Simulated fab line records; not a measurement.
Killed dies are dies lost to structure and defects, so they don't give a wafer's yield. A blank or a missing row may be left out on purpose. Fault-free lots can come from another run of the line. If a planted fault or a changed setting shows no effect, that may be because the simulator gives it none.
Which tool did it? | flow gf180mcu | 14 lots, 42 wafers sampled, at 5 steps of a route of 602

== WHAT EACH GAUGE READ, for each wafer ==
GF_HV_LDD_TW_MEAS_50.
lot  | measured     | on            | HV_LDD_4_TW
L349 | day 13 08:43 | film metro-02 | 560 564 565
L350 | day 13 16:11 | film metro-04 | 569 571 570
L352 | day 13 20:10 | film metro-04 | 569 572 569
L351 | day 14 01:13 | film metro-02 | 562 562 560
L353 | day 14 12:05 | film metro-04 | 573 573 570
L354 | day 14 17:50 | film metro-04 | 572 574 575
L355 | day 15 01:16 | film metro-04 | 570 571 571
L356 | day 15 05:58 | film metro-02 | 560 563 564
L357 | day 15 18:58 | film metro-02 | 561 561 559
L358 | day 16 05:24 | film metro-04 | 573 572 574
L360 | day 16 17:36 | film metro-02 | 885 888 885
L361 | day 17 00:33 | film metro-04 | 899 909 909
L362 | day 17 14:07 | film metro-04 | 903 909 906
L363 | day 17 17:00 | film metro-03 | 899 900 901

GF_V2_BOW_MEAS_05.
lot  | measured     | on            | V2_BOW (um)
L349 | day 20 13:40 | film metro-04 | 102 112 112
L350 | day 20 17:54 | film metro-03 | 100 100 112
L352 | day 21 00:20 | film metro-02 | 110 106 112
L351 | day 21 03:24 | film metro-03 | 90 107 104
L353 | day 21 15:51 | film metro-04 | 98 92 92
L354 | day 22 01:22 | film metro-03 | 96 98 105
L355 | day 22 07:34 | film metro-04 | 87 99 110
L356 | day 22 11:13 | film metro-02 | 93 100 98
L357 | day 23 05:07 | film metro-03 | 109 92 82
L358 | day 23 14:02 | film metro-02 | 101 93 107
L360 | day 24 02:59 | film metro-03 | 104 100 106
L361 | day 24 08:08 | film metro-02 | 95 98 98
L362 | day 24 20:26 | film metro-03 | 114 99 107
L363 | day 25 01:30 | film metro-04 | 93 101 106

GF_M3_OVL_MEAS_15.
lot  | measured     | on         | M3_OVL (nm)
L349 | day 22 14:43 | overlay-02 | -10 -12 5
L350 | day 22 19:28 | overlay-01 | 4 0 -9
L352 | day 23 01:25 | overlay-01 | 6 4 7
L351 | day 23 05:03 | overlay-02 | -2 9 16
L353 | day 23 16:19 | overlay-02 | 3 1 -5
L354 | day 24 01:23 | overlay-02 | 11 10 9
L355 | day 24 07:16 | overlay-02 | 1 9 3
L356 | day 24 10:40 | overlay-01 | 1 5 9
L357 | day 25 03:13 | overlay-02 | 0 10 8
L358 | day 25 11:01 | overlay-01 | 1 -3 5
L360 | day 26 00:34 | overlay-01 | -4 5 -4
L361 | day 26 04:57 | overlay-01 | 1 0 -5
L362 | day 26 16:58 | overlay-01 | -1 2 0
L363 | day 26 20:31 | overlay-02 | 0 -8 -3

== TOOL THAT RAN EACH LOT (tool first, then ch and the chambers of the sampled wafers, then the start) ==
lot  | GF_VT_IMPLANT_STRIP_31               | GF_HV_LDD_IMPLANT_48
L349 | plasma asher-04 ch 0,1, day 7 17:53  | implanter-01 ch 0, day 13 08:28
L350 | plasma asher-03 ch 0, day 7 21:34    | implanter-01 ch 0, day 13 15:56
L352 | plasma asher-03 ch 0, day 8 02:59    | implanter-01 ch 0, day 13 19:56
L351 | plasma asher-03 ch 0,1, day 8 05:38  | implanter-01 ch 0, day 14 00:58
L353 | plasma asher-02 ch 0,1, day 8 14:25  | implanter-02 ch 0, day 14 11:52
L354 | plasma asher-02 ch 0,1, day 8 21:01  | implanter-04 ch 0, day 14 17:37
L355 | plasma asher-03 ch 0,1, day 9 00:20  | implanter-02 ch 0, day 15 01:02
L356 | plasma asher-03 ch 0,1, day 9 06:49  | implanter-04 ch 0, day 15 05:44
L357 | plasma asher-04 ch 0,1, day 9 16:08  | implanter-04 ch 0, day 15 18:44
L358 | plasma asher-04 ch 0,1, day 9 20:56  | implanter-02 ch 0, day 16 05:09
L360 | plasma asher-02 ch 0,1, day 10 10:46 | implanter-04 ch 0, day 16 17:21
L361 | plasma asher-02 ch 0, day 10 15:16   | implanter-04 ch 0, day 17 00:18
L362 | plasma asher-03 ch 0,1, day 10 23:50 | implanter-02 ch 0, day 17 13:52
L363 | plasma asher-02 ch 0,1, day 11 05:31 | implanter-04 ch 0, day 17 16:45
- GF_VT_IMPLANT_STRIP_31: strips in O2/N2.
- GF_HV_LDD_IMPLANT_48

== WHAT THE TOOLS THEMSELVES READ (means of the sampled wafers that have a number; where no wafer has one, the mark that the record gives instead) ==
GF_VT_IMPLANT_STRIP_31.
lot  | tool            | drypump motor current A (A) | heater power w (W) | oes product au (a.u.) | strip time to endpoint s (s)
L349 | plasma asher-04 | 5.8                         | 306                | 0.718                 | 12.65
L350 | plasma asher-03 | 6.5                         | 333                | 0.712                 | 12.64
L352 | plasma asher-03 | 6.5                         | 333                | 0.713                 | 12.69
L351 | plasma asher-03 | 6.3                         | 331                | 0.713                 | 12.69
L353 | plasma asher-02 | 5.9                         | 319                | 0.715                 | 12.61
L354 | plasma asher-02 | 5.9                         | 321                | 0.716                 | 12.61
L355 | plasma asher-03 | 6.3                         | 327                | 0.713                 | 12.63
L356 | plasma asher-03 | 6.2                         | 327                | 0.712                 | 12.65
L357 | plasma asher-04 | 5.8                         | 309                | 0.715                 | 12.67
L358 | plasma asher-04 | 5.4                         | 295                | 0.719                 | 12.58
L360 | plasma asher-02 | 5.8                         | 338                | 0.716                 | 12.58
L361 | plasma asher-02 | 6.0                         | 313                | 0.720                 | 12.60
L362 | plasma asher-03 | 6.3                         | 331                | 0.715                 | 12.63
L363 | plasma asher-02 | 5.9                         | 317                | 0.718                 | 12.61

== THE ANSWER, worked out from the rows above alone ==
Rule: usual is defined by the lots themselves. The widest of any qualifying gaps counts: lots, ordered by their means at a reading, are off when they make up no more than a third of the lots, leave a main group of 4 or more, and stand apart from it by 3 or more times the standard deviation of that group's means. The tables above print the reading to a certain number of digits; a main group whose means all agree to those digits is not used. A lot without any number at a reading at which 4 lots or more have one is off too. All remaining lots with rows at the step are treated as sound. The gauges are gone through in route order, then the tools' own readings, and for those a lot's mean is taken as printed above. The first step at which some lot is off is used, and at that step the reading that is off furthest; a lot without a number counts as furthest.
Off: at GF_HV_LDD_TW_MEAS_50 (HV_LDD_4_TW), L360, L361, L362, L363. Main group: mean 568, sd 5.
If a tool, at a process step before that reading, ran all the lots that are off and no sound lot after the first of them, it fits. Gauges at GF_HV_LDD_TW_MEAS_50: tried the same way as those tools. None of those tried fits.

== WHAT THE SIMULATOR HAD INSERTED ==
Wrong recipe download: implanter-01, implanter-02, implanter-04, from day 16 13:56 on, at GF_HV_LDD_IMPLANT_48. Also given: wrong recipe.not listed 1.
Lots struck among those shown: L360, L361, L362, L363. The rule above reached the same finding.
